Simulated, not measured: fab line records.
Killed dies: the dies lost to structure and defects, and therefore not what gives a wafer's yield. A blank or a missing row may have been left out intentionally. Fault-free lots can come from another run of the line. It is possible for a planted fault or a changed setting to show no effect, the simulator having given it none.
fab line records	flow sky130
record lots=24	wafers=72	lastDay=50
route steps=708 shown VT_ADJUST_LVTN@117 LI_CONTACT@376 CONTACT@406 VIA1@482 METAL3@567
lots that met no fault: taken from a fault-free run of the same line
startH: start of the lot's first displayed wafer, in hours after the record's first day	waitH: hours from the lot's prior step to this one	" the same as in the row above	L1.1+2: several wafers, shown together as one row	- either no value or no given start	* or withheld: withheld	< > ~ a bound
route shown NAME@n: names a module that has steps shown in the file, with the first one's number in the route	usual: average and standard deviation across the fault-free wafers	same: alike in all rows	chamber/n: place in a boat	sites: readings site by site	_std_site: how widely they spread, as a standard deviation	_edge_site: the outer-site mean with the inner-site mean subtracted	radiusMm: how far each site lies from the wafer's centre	mask NAME#n: copy n	behind: tool/chamber where the wafer was last shaped	hold: why the lot went on hold/how many hours it stayed there/how the hold came to an end	device: the n, p or np transistor that did not switch	end of line: at the end of the route, the tests of the same wafers	step lacking rows: just its recipe	killed: dies lost to structure and defects at the first sort, not the wafer's yield	map: a wafer's dies, marking killed ones x, the rest . and places with no die _
set.NAME: the setting the step ran with; set.NAME@STEP: the setting that earlier step ran with	model.NAME: the simulator's own value behind a step, which no gauge read
one table for each step of the route and one row for each wafer, over a sample of lots
services: from which hour (startH, from the record's first day; less than 0 if before it) a tool's chamber was out of use, for how many hours, and why
## steps
# step SKY_VT_ADJUST_LVTN_STRIP_20
# recipe chemistry=O2/N2	powerW=1400	pressureMtorr=1500	platenTempC=withheld	o2FlowSccm=3000	n2FlowSccm=300	overashFraction=0.5
# usual drypumpMotorCurrentA=5.7/0.38	oesProductAu=0.716/0.005	stripTimeToEndpointS=14.16/0.037
lot.wafer	tool	chamber	startH	waitH	drypumpMotorCurrentA	oesProductAu	rfHoursCounterH	stripTimeToEndpointS
L074.2	plasmaAsher-02	0	156.17	0.1	5.6	0.713	47	14.25
L074.4	"	0	"	"	5.6	0.723	-	14.21
L074.6	"	0	"	"	5.6	0.711	-	14.28
L076.1	plasmaAsher-02	0	179.58	0.1	5.6	0.708	49	14.13
L076.3	"	0	"	"	5.6	0.718	-	14.12
L076.5	"	0	"	"	5.6	0.715	-	14.13
L075.3	plasmaAsher-04	1	179.91	0.1	5.2	0.720	-	14.19
L075.4	"	0	"	"	6.3	0.716	-	14.13
L075.5	"	0	"	"	6.3	0.712	-	14.15
L078.1	plasmaAsher-03	1	187.23	0.1	5.8	0.717	5	14.17
L078.5	"	1	"	"	5.8	0.725	-	14.16
L078.6	"	0	"	"	5.9	0.725	-	14.14
L077.1	plasmaAsher-02	1	188.27	0.1	5.1	0.711	50	14.16
L077.4	"	1	"	"	5.1	0.707	-	14.10
L077.5	"	0	"	"	5.6	0.719	-	14.09
L079.2	plasmaAsher-04	0	193.27	0.1	6.3	0.719	55	14.16
L079.3	"	1	"	"	5.2	0.714	-	14.18
L079.4	"	0	"	"	6.3	0.713	-	14.17
L080.1	plasmaAsher-03	0	200.38	0.1	5.9	0.718	6	14.21
L080.2	"	1	"	"	5.8	0.721	6	14.14
L080.3	"	0	"	"	5.9	0.716	-	14.16
L081.2	plasmaAsher-02	0	205.97	0.1	5.6	0.724	52	14.12
L081.5	"	1	"	"	5.1	0.724	-	14.09
L081.6	"	0	"	"	5.6	0.717	-	14.10
L082.1	plasmaAsher-03	0	213.77	0.1	5.9	0.710	7	14.15
L082.2	"	1	"	"	5.8	0.712	7	14.15
L082.5	"	0	"	"	5.9	0.719	-	14.12
L083.3	plasmaAsher-03	0	224.06	0.1	5.9	0.716	-	14.14
L083.4	"	1	"	"	5.7	0.721	-	14.13
L083.6	"	1	"	"	5.8	0.713	-	14.14
L084.1	plasmaAsher-02	1	227.38	0.1	5.1	0.708	54	14.17
L084.4	"	1	"	"	5.1	0.720	-	14.16
L084.5	"	0	"	"	5.5	0.715	-	14.17
L085.4	plasmaAsher-02	0	236.56	0.1	5.6	0.717	-	14.12
L085.5	"	1	"	"	5.1	0.726	-	14.13
L085.6	"	0	"	"	5.6	0.712	-	14.13
L086.1	plasmaAsher-02	1	238.37	0.1	5.1	0.718	55	14.18
L086.3	"	0	"	"	5.6	0.705	-	14.18
L086.5	"	0	"	"	5.6	0.713	-	14.14
L087.1	plasmaAsher-03	1	245.67	0.1	5.8	0.708	11	14.20
L087.3	"	1	"	"	5.8	0.714	-	14.18
L087.6	"	0	"	"	5.9	0.713	-	14.16
L088.3	plasmaAsher-03	0	254.36	0.1	5.9	0.714	-	14.14
L088.5	"	1	"	"	5.8	0.710	-	14.10
L088.6	"	0	"	"	5.9	0.714	-	14.12
L090.1	plasmaAsher-03	0	284.62	0.1	5.9	0.718	14	14.16
L090.3	"	1	"	"	5.8	0.721	-	14.15
L090.5	"	0	"	"	5.9	0.716	-	14.16
L089.1	plasmaAsher-04	0	284.63	0.1	6.3	0.713	63	14.22
L089.2	"	1	"	"	5.3	0.714	63	14.22
L089.4	"	1	"	"	5.3	0.714	-	14.21
L091.4	plasmaAsher-04	0	286.81	0.1	6.3	0.717	-	14.15
L091.5	"	0	"	"	6.3	0.724	-	14.15
L091.6	"	1	"	"	5.3	0.720	-	14.19
L093.1	plasmaAsher-03	0	291.17	0.1	5.8	0.708	15	14.18
L093.2	"	1	"	"	5.7	0.718	15	14.15
L093.6	"	1	"	"	5.7	0.717	-	14.18
L092.1	plasmaAsher-04	0	296.22	0.1	6.3	0.715	64	14.21
L092.3	"	0	"	"	6.3	0.714	-	14.15
L092.6	"	1	"	"	5.2	0.714	-	14.21
L094.3	plasmaAsher-04	0	296.91	0.1	6.3	0.705	-	14.16
L094.4	"	1	"	"	5.3	0.719	-	14.15
L094.6	"	0	"	"	6.3	0.714	-	14.13
L096.1	plasmaAsher-04	0	311.07	0.1	6.3	0.719	66	14.20
L096.4	"	1	"	"	5.2	0.722	-	14.17
L096.6	"	0	"	"	6.3	0.712	-	14.19
L095.1	plasmaAsher-03	0	311.38	0.1	5.9	0.716	17	14.15
L095.2	"	1	"	"	5.8	0.713	17	14.14
L095.3	"	0	"	"	5.9	0.720	-	14.09
L097.2	plasmaAsher-03	1	326.97	0.1	5.7	0.715	18	14.13
L097.5	"	0	"	"	5.9	0.710	-	14.18
L097.6	"	1	"	"	5.8	0.714	-	14.15
# step SKY_LI_CONTACT_ETCH_14
# recipe chemistry=N2/H2	target=BARC	ionEnergyEv=200	sourceW=500	biasW=100	pressureMtorr=30	n2FlowSccm=100	h2FlowSccm=200	stopOn=SiO2	timeS=45.9	targetDepthA=600
# usual drypumpMotorCurrentA=5.8/0.4	oesProductAu=0.855/0.0046	throttleValvePct=13.224/0.01
lot.wafer	tool	chamber	startH	waitH	drypumpMotorCurrentA	oesProductAu	rfHoursCounterH	throttleValvePct
L074.2	rieDiel-02	1	662.55	0.0	4.9	0.852	10	13.213
L074.4	"	0	"	"	6.1	0.848	5	13.223
L074.6	"	2	"	"	5.9	0.850	-	13.221
L076.1	rieDiel-01	1	691.90	0.0	5.3	0.859	13	13.219
L076.3	"	3	"	"	6.5	0.858	6	13.214
L076.5	"	3	"	"	6.5	0.850	-	13.224
L075.3	rieDiel-02	3	698.55	0.0	5.7	0.856	18	13.213
L075.4	"	0	"	"	6.1	0.857	6	13.225
L075.5	"	1	"	"	4.9	0.858	-	13.214
L078.1	rieDiel-03	3	704.55	0.0	5.8	0.855	48	13.215
L078.5	"	2	"	"	5.8	0.857	-	13.218
L078.6	"	3	"	"	5.8	0.856	-	13.221
L077.1	rieDiel-01	1	710.15	0.0	5.4	0.857	14	13.218
L077.4	"	2	"	"	6.2	0.848	2	13.249
L077.5	"	3	"	"	6.5	0.865	-	13.198
L079.2	rieDiel-01	1	721.54	0.0	5.3	0.861	14	13.215
L079.3	"	2	"	"	6.2	0.857	2	13.230
L079.4	"	0	"	"	5.9	0.856	16	13.223
L080.1	rieDiel-01	1	726.44	0.0	5.4	0.853	14	13.222
L080.2	"	0	"	"	5.8	0.852	16	13.220
L080.3	"	2	"	"	6.2	0.856	3	13.234
L081.2	rieDiel-01	3	730.55	0.0	6.5	0.855	7	13.232
L081.5	"	2	"	"	6.2	0.856	-	13.205
L081.6	"	1	"	"	5.4	0.861	-	13.194
L082.1	rieDiel-03	1	737.70	0.0	5.8	0.850	28	13.242
L082.2	"	0	"	"	5.4	0.856	4	13.216
L082.5	"	0	"	"	5.4	0.852	-	13.217
L083.3	rieDiel-03	2	745.24	0.0	5.9	0.848	18	13.217
L083.4	"	3	"	"	5.9	0.851	0	13.223
L083.6	"	0	"	"	5.4	0.853	-	13.217
L084.1	rieDiel-03	1	766.84	0.0	5.8	0.855	29	13.230
L084.4	"	3	"	"	5.9	0.859	1	13.229
L084.5	"	0	"	"	5.4	0.850	-	13.228
L085.4	rieDiel-03	1	768.79	0.0	5.8	0.857	29	13.204
L085.5	"	0	"	"	5.4	0.855	-	13.218
L085.6	"	3	"	"	5.9	0.865	-	13.238
L086.1	rieDiel-01	2	769.27	0.0	6.2	0.858	3	13.214
L086.3	"	3	"	"	6.5	0.859	7	13.214
L086.5	"	3	"	"	6.4	0.856	-	13.221
L087.1	rieDiel-01	0	771.70	0.0	5.9	0.852	17	13.237
L087.3	"	1	"	"	5.4	0.855	15	13.217
L087.6	"	3	"	"	6.5	0.866	-	13.215
L088.3	rieDiel-03	0	784.30	0.0	5.4	0.857	6	13.226
L088.5	"	2	"	"	5.8	0.846	-	13.236
L088.6	"	1	"	"	5.8	0.857	-	13.209
L090.1	rieDiel-01	0	811.05	0.0	5.9	0.856	17	13.224
L090.3	"	3	"	"	6.5	0.848	8	13.245
L090.5	"	3	"	"	6.5	0.847	-	13.224
L089.1	rieDiel-03	0	812.65	0.0	5.4	0.855	7	13.229
L089.2	"	1	"	"	5.8	0.858	31	13.206
L089.4	"	3	"	"	5.9	0.860	2	13.225
L091.4	rieDiel-02	2	818.47	0.0	5.9	0.866	4	13.227
L091.5	"	1	"	"	4.9	0.858	-	13.210
L091.6	"	2	"	"	5.8	0.847	-	13.229
L093.1	rieDiel-01	0	823.70	0.0	5.9	0.859	18	13.224
L093.2	"	3	"	"	6.5	0.849	9	13.222
L093.6	"	0	"	"	5.9	0.851	-	13.225
L094.3	rieDiel-01	1	825.10	0.0	5.4	0.856	16	13.222
L094.4	"	2	"	"	6.2	0.847	5	13.230
L094.6	"	1	"	"	5.4	0.856	-	13.245
L092.1	rieDiel-02	3	826.55	0.0	5.7	0.854	22	13.218
L092.3	"	1	"	"	4.9	0.850	14	13.249
L092.6	"	0	"	"	6.1	0.857	-	13.230
L096.1	rieDiel-03	3	837.24	0.0	5.9	0.856	2	13.225
L096.4	"	0	"	"	5.4	0.848	-	13.217
L096.6	"	2	"	"	5.9	0.855	-	13.212
L095.1	rieDiel-01	3	839.00	0.0	6.5	0.857	9	13.211
L095.2	"	1	"	"	5.3	0.856	17	13.228
L095.3	"	2	"	"	6.2	0.854	5	13.225
L097.2	rieDiel-03	0	854.89	0.0	5.4	0.861	8	13.228
L097.5	"	2	"	"	5.9	0.852	-	13.225
L097.6	"	1	"	"	5.8	0.847	-	13.225
# step SKY_CONTACT_CVD_00
# recipe material=Si3N4	targetThkNm=75	tempC=400	timeS=withheld	rfW=450
# usual heaterPowerW=698/130
lot.wafer	tool	chamber	startH	waitH	heaterPowerW
L074.2	pecvd-01	2	692.71	0.0	824
L074.4	"	2	"	"	831
L074.6	"	0	"	"	576
L076.1	pecvd-01	0	721.60	0.0	512
L076.3	"	1	"	"	609
L076.5	"	1	"	"	599
L075.3	pecvd-01	0	728.01	0.0	526
L075.4	"	1	"	"	679
L075.5	"	2	"	"	835
L078.1	pecvd-04	1	734.65	0.0	670
L078.5	"	0	"	"	660
L078.6	"	1	"	"	668
L077.1	pecvd-02	0	740.15	0.0	976
L077.4	"	2	"	"	637
L077.5	"	1	"	"	671
L079.2	pecvd-04	1	751.75	0.0	667
L079.3	"	2	"	"	540
L079.4	"	1	"	"	677
L080.1	pecvd-01	0	755.84	0.0	543
L080.2	"	2	"	"	843
L080.3	"	1	"	"	614
L081.2	pecvd-01	2	760.39	0.0	744
L081.5	"	0	"	"	589
L081.6	"	2	"	"	753
L082.1	pecvd-04	0	767.67	0.0	691
L082.2	"	1	"	"	631
L082.5	"	1	"	"	644
L083.3	pecvd-01	1	774.20	0.0	647
L083.4	"	1	"	"	642
L083.6	"	0	"	"	605
L084.1	pecvd-04	1	794.01	0.0	730
L084.4	"	1	"	"	737
L084.5	"	2	"	"	570
L085.4	pecvd-01	2	796.28	0.0	849
L085.5	"	1	"	"	574
L085.6	"	0	"	"	521
L086.1	pecvd-04	0	796.65	0.0	664
L086.3	"	2	"	"	651
L086.5	"	2	"	"	646
L087.1	pecvd-02	0	799.79	0.0	993
L087.3	"	1	"	"	679
L087.6	"	2	"	"	713
L088.3	pecvd-01	2	810.57	0.0	761
L088.5	"	2	"	"	756
L088.6	"	0	"	"	571
L090.1	pecvd-02	0	835.70	0.0	911
L090.3	"	0	"	"	911
L090.5	"	0	"	"	905
L089.1	pecvd-01	1	837.11	0.0	684
L089.2	"	0	"	"	510
L089.4	"	0	"	"	521
L091.4	pecvd-02	0	844.75	0.1	962
L091.5	"	0	"	"	977
L091.6	"	0	"	"	1001
L093.1	pecvd-01	1	851.35	0.0	641
L093.2	"	0	"	"	578
L093.6	"	2	"	"	779
L094.3	pecvd-04	1	852.12	0.0	609
L094.4	"	1	"	"	623
L094.6	"	0	"	"	725
L092.1	pecvd-02	2	853.46	0.0	727
L092.3	"	0	"	"	1015
L092.6	"	2	"	"	733
L096.1	pecvd-01	1	865.70	0.0	591
L096.4	"	2	"	"	777
L096.6	"	2	"	"	779
L095.1	pecvd-04	0	867.95	0.0	652
L095.2	"	1	"	"	747
L095.3	"	2	"	"	539
L097.2	pecvd-04	2	883.41	0.0	627
L097.5	"	1	"	"	720
L097.6	"	2	"	"	622
# step SKY_CONTACT_CD_MEAS_14
# recipe targetCdNm=170
# usual cdNm=169.9/1.5
lot.wafer	tool	chamber	startH	waitH	cdNm
L074.2	cdSem-01	-	721.06	-	171.2
L074.4	"	-	"	"	171.9
L074.6	"	-	"	"	172.3
L076.1	cdSem-01	-	749.29	-	169.3
L076.3	"	-	"	"	169.1
L076.5	"	-	"	"	167.9
L075.3	cdSem-02	-	755.38	-	169.4
L075.4	"	-	"	"	169.8
L075.5	"	-	"	"	169.1
L078.1	cdSem-01	-	763.09	-	172.2
L078.5	"	-	"	"	172.2
L078.6	"	-	"	"	171.8
L077.1	cdSem-01	-	768.75	-	168.0
L077.4	"	-	"	"	169.3
L077.5	"	-	"	"	169.3
L079.2	cdSem-01	-	779.16	-	168.9
L079.3	"	-	"	"	169.1
L079.4	"	-	"	"	169.4
L080.1	cdSem-01	-	782.24	-	169.5
L080.2	"	-	"	"	169.9
L080.3	"	-	"	"	168.6
L081.2	cdSem-01	-	786.86	-	170.0
L081.5	"	-	"	"	170.4
L081.6	"	-	"	"	169.0
L082.1	cdSem-01	-	794.09	-	170.0
L082.2	"	-	"	"	171.5
L082.5	"	-	"	"	171.9
L083.3	cdSem-02	-	799.93	-	168.3
L083.4	"	-	"	"	167.6
L083.6	"	-	"	"	169.0
L084.1	cdSem-01	-	818.24	-	170.4
L084.4	"	-	"	"	170.6
L084.5	"	-	"	"	169.5
L085.4	cdSem-02	-	820.25	-	170.0
L085.5	"	-	"	"	170.4
L085.6	"	-	"	"	169.8
L086.1	cdSem-01	-	820.34	-	168.8
L086.3	"	-	"	"	168.9
L086.5	"	-	"	"	169.1
L087.1	cdSem-01	-	823.24	-	170.4
L087.3	"	-	"	"	171.9
L087.6	"	-	"	"	170.2
L088.3	cdSem-01	-	833.08	-	168.6
L088.5	"	-	"	"	169.0
L088.6	"	-	"	"	169.2
L090.1	cdSem-02	-	862.36	-	171.1
L090.3	"	-	"	"	170.9
L090.5	"	-	"	"	169.1
L089.1	cdSem-02	-	863.44	-	166.2
L089.2	"	-	"	"	166.0
L089.4	"	-	"	"	166.0
L091.4	cdSem-02	-	870.15	-	169.4
L091.5	"	-	"	"	169.1
L091.6	"	-	"	"	171.9
L093.1	cdSem-02	-	878.39	-	172.1
L093.2	"	-	"	"	171.0
L093.6	"	-	"	"	170.8
L094.3	cdSem-02	-	878.78	-	171.5
L094.4	"	-	"	"	173.1
L094.6	"	-	"	"	171.9
L092.1	cdSem-02	-	880.44	-	169.5
L092.3	"	-	"	"	170.4
L092.6	"	-	"	"	168.5
L096.1	cdSem-01	-	892.84	-	168.9
L096.4	"	-	"	"	168.5
L096.6	"	-	"	"	168.8
L095.1	cdSem-02	-	895.19	-	169.5
L095.2	"	-	"	"	169.6
L095.3	"	-	"	"	168.1
L097.2	cdSem-02	-	908.71	-	171.3
L097.5	"	-	"	"	172.2
L097.6	"	-	"	"	170.8
# step SKY_VIA1_CMP_24
# recipe stopOn=SiO2	tOverpolishS=15	downForcePsi=3.5	platenRpm=60	targetThkNm=0	padVelocityMS=0.94248
# usual motorCurrentA=11.2/0.99	overpolishRunS=15.001/0.0088	timeToEndpointS=67/3.3
lot.wafer	tool	chamber	startH	waitH	motorCurrentA	overpolishRunS	timeToEndpointS
L074.2	cmp-01	2	780.17	0.0	12.8	14.994	65
L074.4	"	3	"	"	10.7	15.006	65
L074.6	"	3	"	"	9.8	15.009	64
L076.1	cmp-02	0	804.41	0.1	10.9	14.982	60
L076.3	"	1	"	"	11.7	15.001	65
L076.5	"	0	"	"	10.0	14.994	57
L075.3	cmp-01	1	810.87	0.1	12.0	15.000	67
L075.4	"	2	"	"	13.1	15.005	66
L075.5	"	0	"	"	10.4	15.009	70
L078.1	cmp-02	3	816.75	0.1	12.0	14.997	65
L078.5	"	1	"	"	11.4	15.006	69
L078.6	"	2	"	"	9.9	15.001	66
L077.4	cmp-01	2	821.76	0.1	13.0	14.993	69
L077.1	"	3	"	"	10.4	14.996	70
L077.5	"	2	"	"	13.0	14.993	71
L079.2	cmp-02	1	831.76	0.0	11.1	14.996	65
L079.3	"	2	"	"	10.6	15.004	65
L079.4	"	0	"	"	10.2	15.010	62
L080.1	cmp-02	3	833.41	0.1	12.2	15.018	65
L080.2	"	1	"	"	11.2	15.014	66
L080.3	"	2	"	"	10.2	15.001	69
L081.2	cmp-02	1	838.41	0.1	11.5	15.001	70
L081.6	"	0	"	"	10.1	14.999	66
L081.5	"	1	"	"	11.3	14.999	71
L082.1	cmp-02	1	847.01	0.1	11.2	14.995	66
L082.2	"	3	"	"	11.5	15.002	62
L082.5	"	1	"	"	11.6	15.011	67
L083.4	cmp-02	1	852.30	0.0	10.8	14.995	74
L083.3	"	0	"	"	10.1	14.996	69
L083.6	"	1	"	"	11.4	14.988	74
L084.1	cmp-01	3	871.74	0.1	10.3	14.994	62
L084.4	"	0	"	"	10.7	14.984	70
L084.5	"	2	"	"	13.0	14.997	68
L085.4	cmp-02	3	872.49	0.2	12.7	14.997	68
L085.6	"	0	"	"	10.7	15.001	63
L085.5	"	1	"	"	11.4	15.003	70
L086.1	cmp-01	3	872.67	0.1	10.3	15.001	62
L086.3	"	1	"	"	12.1	15.008	69
L086.5	"	2	"	"	12.3	15.000	65
L087.1	cmp-01	1	878.51	0.1	12.4	15.016	67
L087.3	"	2	"	"	12.3	14.999	69
L087.6	"	3	"	"	9.8	14.997	68
L088.3	cmp-02	3	888.93	0.1	12.0	14.991	68
L088.5	"	1	"	"	11.7	15.018	70
L088.6	"	2	"	"	10.1	15.006	72
L090.3	cmp-02	2	918.76	0.0	10.6	15.003	70
L090.1	"	1	"	"	11.5	15.003	66
L090.5	"	3	"	"	12.0	14.983	69
L089.1	cmp-01	2	919.71	0.1	12.6	15.017	66
L089.4	"	0	"	"	10.8	14.994	70
L089.2	"	1	"	"	12.6	14.993	66
L091.4	cmp-01	3	926.56	0.2	10.5	14.985	68
L091.5	"	0	"	"	10.3	15.005	73
L091.6	"	1	"	"	11.5	15.002	72
L093.2	cmp-02	2	933.30	0.0	10.3	15.001	66
L093.1	"	0	"	"	10.7	15.009	63
L093.6	"	2	"	"	9.8	14.992	66
L094.3	cmp-01	2	933.92	0.0	13.3	15.006	68
L094.4	"	1	"	"	12.4	14.991	71
L094.6	"	3	"	"	10.4	15.004	66
L092.3	cmp-01	0	935.21	0.1	10.4	14.991	73
L092.1	"	1	"	"	12.8	15.011	71
L092.6	"	3	"	"	9.8	15.007	68
L096.4	cmp-02	0	946.91	0.1	9.8	14.983	65
L096.1	"	2	"	"	10.2	15.010	73
L096.6	"	3	"	"	12.0	15.003	69
L095.1	cmp-01	2	948.65	0.1	12.9	15.007	63
L095.2	"	0	"	"	11.2	15.009	66
L095.3	"	1	"	"	12.3	15.000	65
L097.2	cmp-02	3	961.36	0.2	12.5	15.004	70
L097.6	"	1	"	"	11.5	14.990	70
L097.5	"	2	"	"	10.3	14.987	69
# step SKY_METAL3_ETCH_17
# recipe target=SiO2	stopOn=TiN	chemistry=C4F8/O2/Ar	sourceW=1500	biasW=1200	pressureMtorr=40	c4f8FlowSccm=withheld	O2_flow_sccm=6	Ar_flow_sccm=300	timeS=3.9	targetDepthA=150
# usual oesProductAu=0.755/0.008
lot.wafer	tool	chamber	startH	waitH	oesProductAu	rfHoursCounterH
L074.2	rieDiel-02	3	883.62	0.1	0.749	23
L074.4	"	2	"	"	0.752	6
L074.6	"	1	"	"	0.763	-
L076.1	rieDiel-03	0	908.43	0.1	0.743	11
L076.3	"	2	"	"	0.752	23
L076.5	"	3	"	"	0.753	-
L075.3	rieDiel-03	1	914.23	0.0	0.762	3
L075.4	"	3	"	"	0.758	6
L075.5	"	2	"	"	0.763	-
L078.1	rieDiel-02	3	922.78	0.1	0.753	26
L078.5	"	3	"	"	0.754	-
L078.6	"	1	"	"	0.763	-
L077.1	rieDiel-02	3	928.13	0.1	0.755	26
L077.4	"	1	"	"	0.765	-
L077.5	"	2	"	"	0.760	-
L079.2	rieDiel-01	2	942.02	0.1	0.733	8
L079.3	"	3	"	"	0.754	11
L079.4	"	1	"	"	0.754	-
L080.1	rieDiel-03	0	942.37	0.1	0.752	12
L080.2	"	3	"	"	0.751	7
L080.3	"	1	"	"	0.744	3
L081.2	rieDiel-03	1	945.63	0.1	0.745	3
L081.5	"	3	"	"	0.754	-
L081.6	"	2	"	"	0.762	-
L082.1	rieDiel-01	1	951.83	0.1	0.758	20
L082.2	"	2	"	"	0.753	9
L082.5	"	3	"	"	0.762	-
L083.3	rieDiel-01	2	957.28	0.0	0.755	9
L083.4	"	3	"	"	0.758	12
L083.6	"	1	"	"	0.760	-
L084.1	rieDiel-03	2	976.73	0.1	0.762	25
L084.4	"	0	"	"	0.767	-
L084.5	"	2	"	"	0.749	-
L085.4	rieDiel-03	2	977.78	0.0	0.752	26
L085.5	"	2	"	"	0.760	-
L085.6	"	1	"	"	0.760	-
L086.1	rieDiel-01	1	978.23	0.1	0.742	21
L086.3	"	2	"	"	0.756	9
L086.5	"	2	"	"	0.760	-
L087.1	rieDiel-03	0	979.67	0.1	0.769	13
L087.3	"	1	"	"	0.751	5
L087.6	"	2	"	"	0.761	-
L088.3	rieDiel-01	1	988.38	0.0	0.758	21
L088.5	"	2	"	"	0.751	-
L088.6	"	1	"	"	0.759	-
L090.1	rieDiel-01	3	1016.40	0.2	0.764	13
L090.3	"	1	"	"	0.772	22
L090.5	"	3	"	"	0.768	-
L089.1	rieDiel-03	2	1020.26	0.2	0.739	27
L089.2	"	3	"	"	0.755	9
L089.4	"	0	"	"	0.752	14
L091.4	rieDiel-01	1	1026.78	0.0	0.756	22
L091.5	"	3	"	"	0.762	-
L091.6	"	0	"	"	0.773	-
L093.1	rieDiel-01	1	1032.58	0.1	0.751	23
L093.2	"	2	"	"	0.744	11
L093.6	"	2	"	"	0.752	-
L094.3	rieDiel-02	1	1032.73	0.0	0.765	21
L094.4	"	2	"	"	0.751	11
L094.6	"	3	"	"	0.760	-
L092.1	rieDiel-02	1	1033.88	0.1	0.750	21
L092.3	"	3	"	"	0.760	29
L092.6	"	0	"	"	0.758	-
L096.1	rieDiel-03	1	1044.93	0.1	0.743	7
L096.4	"	3	"	"	0.744	-
L096.6	"	0	"	"	0.756	-
L095.1	rieDiel-01	2	1045.87	0.1	0.748	12
L095.2	"	0	"	"	0.745	1
L095.3	"	1	"	"	0.749	23
L097.2	rieDiel-01	0	1058.62	0.1	0.755	2
L097.5	"	3	"	"	0.774	-
L097.6	"	0	"	"	0.763	-
## services
tool	chamber	startH	hours	kind
rieDiel-03	1	185.70	2.6	repair
rieDiel-03	0	216.15	2.9	repair
rieDiel-03	3	238.87	27.1	repair
rieDiel-03	2	245.12	9.8	repair
rieDiel-01	0	246.23	7.8	repair
rieDiel-03	2	290.60	9.4	repair
rieDiel-01	1	307.49	2.4	repair
rieDiel-03	3	311.95	14.6	repair
rieDiel-01	3	355.90	71.0	repair
rieDiel-01	-	363.74	0.4	repair
rieDiel-01	1	391.64	3.4	repair
rieDiel-01	-	420.43	2.2	repair
rieDiel-01	-	495.49	2.0	repair
rieDiel-01	-	516.79	2.8	pm
rieDiel-03	-	544.25	14.6	pm
rieDiel-01	-	565.18	0.8	repair
rieDiel-03	2	584.11	1.4	repair
rieDiel-01	1	584.87	1.6	repair
rieDiel-03	0	586.87	9.9	repair
rieDiel-01	3	883.02	14.6	repair
rieDiel-01	3	930.85	3.8	repair
rieDiel-01	0	938.40	7.3	repair
rieDiel-01	-	1014.01	0.2	repair
rieDiel-01	0	1028.03	12.7	repair
## key
fault none
